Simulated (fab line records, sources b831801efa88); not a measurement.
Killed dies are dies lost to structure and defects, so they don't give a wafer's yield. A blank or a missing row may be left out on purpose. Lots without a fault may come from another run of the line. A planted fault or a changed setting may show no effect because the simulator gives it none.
Which tool did it? | flow sky130 | 14 lots, 42 wafers sampled, at 4 steps of a route of 708

WHAT THE GAUGES READ, wafer by wafer
SKY_SONOS_ONO_OVL_MEAS_14.
lot  | measured     | on         | SONOS_ONO_OVL (nm)
L213 | day 13 08:06 | overlay-02 | -2.0 -2.1 -0.3
L214 | day 13 08:16 | overlay-01 | -0.7 -0.9 -1.5
L217 | day 14 07:36 | overlay-02 | 0.1 -0.4 -1.5
L218 | day 14 08:51 | overlay-02 | -0.1 -1.1 -0.7
L220 | day 14 21:55 | overlay-01 | 0.3 -0.2 -0.5
L221 | day 15 09:34 | overlay-02 | -0.6 -0.3 0.6
L226 | day 17 04:34 | overlay-02 | -2.9 -0.3 -0.5
L227 | day 17 10:31 | overlay-02 | -0.4 -0.5 1.2
L228 | day 17 21:00 | overlay-02 | 42.3 43.9 42.7
L229 | day 18 10:51 | overlay-02 | 42.2 43.4 44.2
L230 | day 18 10:40 | overlay-01 | 44.2 43.7 44.8
L232 | day 19 07:55 | overlay-01 | 44.2 41.5 43.0
L235 | day 20 08:31 | overlay-02 | 2.3 -0.9 -1.6
L236 | day 20 16:10 | overlay-01 | 0.1 0.6 -1.3

SKY_GATE_OXIDE_OVL_MEAS_10.
lot  | measured     | on         | GATE_OXIDE_OVL (nm)
L213 | day 14 12:50 | overlay-01 | 1.1 -2.0 -0.9
L214 | day 14 13:09 | overlay-01 | 2.6 3.3 4.1
L217 | day 15 12:51 | overlay-02 | -0.6 1.4 -0.1
L218 | day 15 13:29 | overlay-01 | -2.4 -1.1 -1.2
L220 | day 16 07:04 | overlay-01 | 3.1 -0.3 1.6
L221 | day 16 18:52 | overlay-01 | 2.7 1.7 0.3
L226 | day 18 12:06 | overlay-01 | -2.1 -2.3 -1.5
L227 | day 18 18:10 | overlay-02 | -2.3 -1.5 -1.3
L228 | day 19 05:52 | overlay-01 | 1.4 0.9 -2.9
L229 | day 19 19:27 | overlay-02 | -0.1 -1.5 -0.7
L230 | day 19 19:09 | overlay-01 | -1.3 -0.6 -3.4
L232 | day 20 17:55 | overlay-02 | -0.4 1.4 -1.7
L235 | day 21 18:31 | overlay-02 | -2.0 -0.7 -0.5
L236 | day 22 00:42 | overlay-01 | -0.1 -0.3 -0.4

WHICH TOOL RAN EACH LOT (tool, then ch and the chambers of the sampled wafers, then the start)
lot  | SKY_VT_ADJUST_HVTR_STRIP_10          | SKY_SONOS_ONO_EXPOSE_10
L213 | plasma_asher-01 ch 0,1, day 9 23:36  | iline_stepper-02 ch 0, day 12 19:47
L214 | plasma_asher-03 ch 0,1, day 10 01:58 | iline_stepper-01 ch 0, day 12 20:03
L217 | plasma_asher-03 ch 0,1, day 10 21:40 | iline_stepper-02 ch 0, day 13 18:35
L218 | plasma_asher-03 ch 0,1, day 11 01:04 | iline_stepper-02 ch 0, day 13 19:50
L220 | plasma_asher-02 ch 0,1, day 11 14:58 | iline_stepper-01 ch 0, day 14 08:55
L221 | plasma_asher-02 ch 0,1, day 12 00:09 | iline_stepper-02 ch 0, day 14 20:52
L226 | plasma_asher-01 ch 0,1, day 13 13:27 | iline_stepper-02 ch 0, day 16 14:22
L227 | plasma_asher-03 ch 0,1, day 13 17:15 | iline_stepper-02 ch 0, day 16 20:38
L228 | plasma_asher-01 ch 0,1, day 14 04:21 | iline_stepper-02 ch 0, day 17 06:17
L229 | plasma_asher-03 ch 0,1, day 14 13:30 | iline_stepper-02 ch 0, day 17 20:18
L230 | plasma_asher-02 ch 0,1, day 14 17:54 | iline_stepper-02 ch 0, day 17 19:59
L232 | plasma_asher-01 ch 0,1, day 15 07:41 | iline_stepper-02 ch 0, day 18 16:56
L235 | plasma_asher-01 ch 0,1, day 16 08:42 | iline_stepper-01 ch 0, day 19 16:56
L236 | plasma_asher-03 ch 0,1, day 16 17:30 | iline_stepper-01 ch 0, day 20 01:04
- SKY_VT_ADJUST_HVTR_STRIP_10: strips in O2/N2.
- SKY_SONOS_ONO_EXPOSE_10: exposes mask ONOM, target cd 410 nm.

WHAT THE TOOLS THEMSELVES READ (means of the sampled wafers that have a number; where no wafer has one, the mark that the record gives instead)
SKY_VT_ADJUST_HVTR_STRIP_10.
lot  | tool            | drypump_motor_current_A (A) | o2_flow_sccm (sccm) | oes_product_au (a.u.) | strip_time_to_endpoint_s (s)
L213 | plasma_asher-01 | 5.4                         | 3002                | 0.718                 | 14.19
L214 | plasma_asher-03 | 5.6                         | 3014                | 0.710                 | 14.17
L217 | plasma_asher-03 | 5.9                         | 2995                | 0.714                 | 14.21
L218 | plasma_asher-03 | 5.9                         | 3000                | 0.713                 | 14.18
L220 | plasma_asher-02 | 5.4                         | 2996                | 0.716                 | 14.18
L221 | plasma_asher-02 | 5.7                         | 2989                | 0.720                 | 14.18
L226 | plasma_asher-01 | 5.3                         | 3004                | 0.717                 | 14.15
L227 | plasma_asher-03 | 5.9                         | 3006                | 0.719                 | 14.18
L228 | plasma_asher-01 | 5.3                         | 3001                | 0.716                 | 14.16
L229 | plasma_asher-03 | 5.9                         | 3000                | 0.714                 | 14.21
L230 | plasma_asher-02 | 5.7                         | 2997                | 0.716                 | 14.23
L232 | plasma_asher-01 | 5.4                         | 2997                | 0.714                 | 14.22
L235 | plasma_asher-01 | 5.4                         | 2999                | 0.715                 | 14.18
L236 | plasma_asher-03 | 5.6                         | 3007                | 0.714                 | 14.16

THE ANSWER, worked out from the rows above alone
Rule: what is usual is taken from the lots themselves. Put in order of their means at a reading, lots are off if they are a third of the lots or fewer, leave a main group of 4 or more, and stand apart from it by a gap of 3 or more times the standard deviation of the main group's means; of several such gaps the widest counts. A main group whose means are all the same, to the digits that the tables above print for the reading, isn't used. A lot without any number at a reading at which 4 lots or more have one is off too. The other lots that the step has rows for count as sound. The gauges are gone through in route order, then the tools' own readings, and for those a lot's mean is taken as printed above. The first step at which some lot is off is used, and at that step the reading that is off furthest; a lot without a number counts as furthest.
Off: L228, L229, L230, L232, at SKY_SONOS_ONO_OVL_MEAS_14 (SONOS_ONO_OVL). The main group: mean -0.5 nm, standard deviation 0.52.
A tool fits if, at a process step before that reading, it ran every lot that is off, and no sound lot after the first of them. The gauges at SKY_SONOS_ONO_OVL_MEAS_14 are tried like those tools. One fits: iline_stepper-02 at SKY_SONOS_ONO_EXPOSE_10. Its last sound lot is L227 (day 16 20:38), its first lot that is off L228 (day 17 06:17): a fault that began between those two fits.

WHAT THE SIMULATOR HAD PUT IN
Scanner matching overlay: iline_stepper-02, from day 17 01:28 on, at SKY_SONOS_ONO_EXPOSE_10. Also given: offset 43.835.
Lots struck among those shown: L228, L230, L229, L232. The rule above found the same.
